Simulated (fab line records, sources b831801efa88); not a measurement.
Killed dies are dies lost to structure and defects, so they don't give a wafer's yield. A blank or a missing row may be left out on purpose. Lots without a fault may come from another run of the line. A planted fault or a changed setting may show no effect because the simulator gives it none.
A struck lot beside a sound one | flow gf180mcu | 43 steps out of a route of 602
Sound: wafers L551.2, L551.3, L551.4. Struck: wafers L566.1, L566.5, L566.6. The cause comes at the end.
At each step with rows: each side's tool, then ch and its chambers, then its first start. Under that, the readings that differ: sound wafers | struck wafers | difference of the means | sigmas: that difference in standard deviations of wafers without a fault.
alike: readings whose means differ by less than 2 such deviations, and words and numbers that are the same on both sides. not compared: withheld readings, readings that some wafer has no value for, bounds like >300 that may hide the same value, and numbers for which the record gives no deviation and whose values overlap.
The two part at a step that has a row with sigmas, a row that says differs or no value, or rows on one side only. Numbers that don't overlap but have no deviation are shown without sigmas and don't part them. A reading that every wafer of one side lacks parts them only if that side has two wafers or more.

first, 9 steps without rows for these wafers: GF_MIM_STRIP_21 (strips in post etch residue remover, time 1200 s); GF_MIM_CLEAN_22 (cleans in DIW); GF_M5_DEHYDRATE_00 (time 60 s); GF_M5_HMDS_01 (prime time 60 s); GF_M5_COAT_02 (resist thk 1000 nm); GF_M5_SOFTBAKE_03 (time 60 s); GF_M5_EXPOSE_04 (exposes mask Metal5, target cd 280 nm); GF_M5_PEB_05 (peb time 90 s); GF_M5_DEVELOP_06 (develop time 60 s).
GF_M5_CD_MEAS_07: target cd 280 nm.
  sound on cd_sem-02, day 26 01:44; struck on cd_sem-01, day 30 22:44
  alike: cd_nm
GF_M5_OVL_MEAS_08:
  sound on overlay-02, day 26 01:50; struck on overlay-02, day 30 22:52
  alike: M5_OVL
GF_M5_ETCH_09: etches Si3N4 in CF4/O2, target depth 52 nm, time 11.6 s.
  sound on rie_diel-02 ch 0,1,2, day 26 01:52; struck on rie_diel-02 ch 0,3, day 30 22:54
  alike: drypump_motor_current_A, oes_product_au, throttle_valve_pct
  not compared: rf_hours_counter_h
GF_M5_METAL_ETCH_10: etches the open film in Cl2/BCl3, stops on SiO2, target depth 750.8 nm, time 125.1 s.
  sound on rie_metal-01 ch 0,1, day 26 01:53; struck on rie_metal-01 ch 0,1, day 30 22:55
  alike: drypump_motor_current_A, oes_product_au, throttle_valve_pct
  not compared: rf_hours_counter_h
GF_M5_STRIP_11: strips in O2/N2.
  sound on plasma_asher-02 ch 0,1, day 26 02:01; struck on plasma_asher-03 ch 0,1, day 30 23:03
  alike: drypump_motor_current_A, heater_power_w, oes_product_au, strip_time_to_endpoint_s
  not compared: rf_hours_counter_h
then, 3 steps without rows for these wafers: GF_M5_STRIP_12 (strips in post etch residue remover, time 1200 s); GF_M5_CLEAN_13 (cleans in DIW); GF_V5_CVD_00 (deposits SiO2, target thk 300 nm, time 50 s).
GF_V5_THK_MEAS_01:
  sound on film_metro-04, day 26 02:37; struck on film_metro-04, day 30 23:38
  alike: V5_CVD_00_THK
then, 1 step without rows for these wafers: GF_V5_CVD_02 (deposits SiO2 from TEOS, target thk 1450 nm, time 163.28 s).
GF_V5_THK_MEAS_03:
  sound on film_metro-02, day 26 02:47; struck on film_metro-02, day 30 23:48
  alike: V5_CVD_02_THK
then, 1 step without rows for these wafers: GF_V5_CMP_04 (polishes SiO2).
GF_V5_BOW_MEAS_05:
  sound on film_metro-04, day 26 03:09; struck on film_metro-01, day 31 00:29
  alike: V5_BOW
then, 8 steps without rows for these wafers: GF_V5_DEHYDRATE_06 (time 60 s); GF_V5_HMDS_07 (prime time 60 s); GF_V5_COAT_08; GF_V5_COAT_09 (resist thk 1000 nm); GF_V5_SOFTBAKE_10 (time 60 s); GF_V5_EXPOSE_11 (exposes mask Via5, target cd 260 nm); GF_V5_PEB_12 (peb time 90 s); GF_V5_DEVELOP_13 (develop time 60 s).
GF_V5_CD_MEAS_14: target cd 260 nm.
  sound on cd_sem-02, day 26 23:25; struck on cd_sem-02, day 31 18:19
  alike: cd_nm
GF_V5_OVL_MEAS_15:
  sound on overlay-01, day 26 23:31; struck on overlay-02, day 31 18:26
  alike: V5_OVL
GF_V5_ETCH_16: etches BARC in N2/H2.
  sound on rie_diel-01 ch 1,2,3, day 26 23:33; struck on rie_diel-03 ch 1,2, day 31 18:28
  reading                     | sound       | struck      | difference | sigmas
  drypump_motor_current_A (A) | 6.5 6.3 6.4 | 5.3 5.3 5.6 | -1.0       | -2
  alike: oes_product_au, throttle_valve_pct
then, 1 step without rows for these wafers: GF_V5_ETCH_17 (etches SiO2 in C4F8/O2/Ar, stops on TiN, target depth 855 nm).
GF_V5_STRIP_18: strips in O2/N2.
  sound on plasma_asher-01 ch 0,1, day 26 23:42; struck on plasma_asher-01 ch 0,1, day 31 18:37
  alike: drypump_motor_current_A, heater_power_w, oes_product_au
  not compared: rf_hours_counter_h
then, 4 steps without rows for these wafers: GF_V5_STRIP_19 (strips in post etch residue remover, time 1200 s); GF_V5_CLEAN_20 (cleans in DIW); GF_V5_SPUTTER_21 (material Ti, target thk 15 nm, time 80.02 s); GF_V5_SPUTTER_22 (material TiN, target thk 10 nm, time 40 s).
GF_V5_CVD_23: deposits W, target thk 350 nm, time 104.9 s.
  sound on cvd_w-01 ch 0,1, day 27 00:21; struck on cvd_w-01 ch 0,1, day 31 19:16
  alike: heater_power_w
GF_V5_RS_MEAS_24: measures by four-point-probe.
  sound on film_metro-04, day 27 00:29; struck on film_metro-02, day 31 19:22
  alike: V5_W_RS
GF_V5_THK_MEAS_25: measures by xrf.
  sound on film_metro-04, day 27 00:35; struck on film_metro-02, day 31 19:29
  alike: V5_W_THK
GF_PASSIVATION_PROBE_99:
  the record has rows for the struck wafers here (prober-02, day 33 07:39) and none for the sound ones

WHERE THEY PART
First at GF_V5_ETCH_16; last, within this record, at GF_PASSIVATION_PROBE_99.

WHY: what the simulator had put in
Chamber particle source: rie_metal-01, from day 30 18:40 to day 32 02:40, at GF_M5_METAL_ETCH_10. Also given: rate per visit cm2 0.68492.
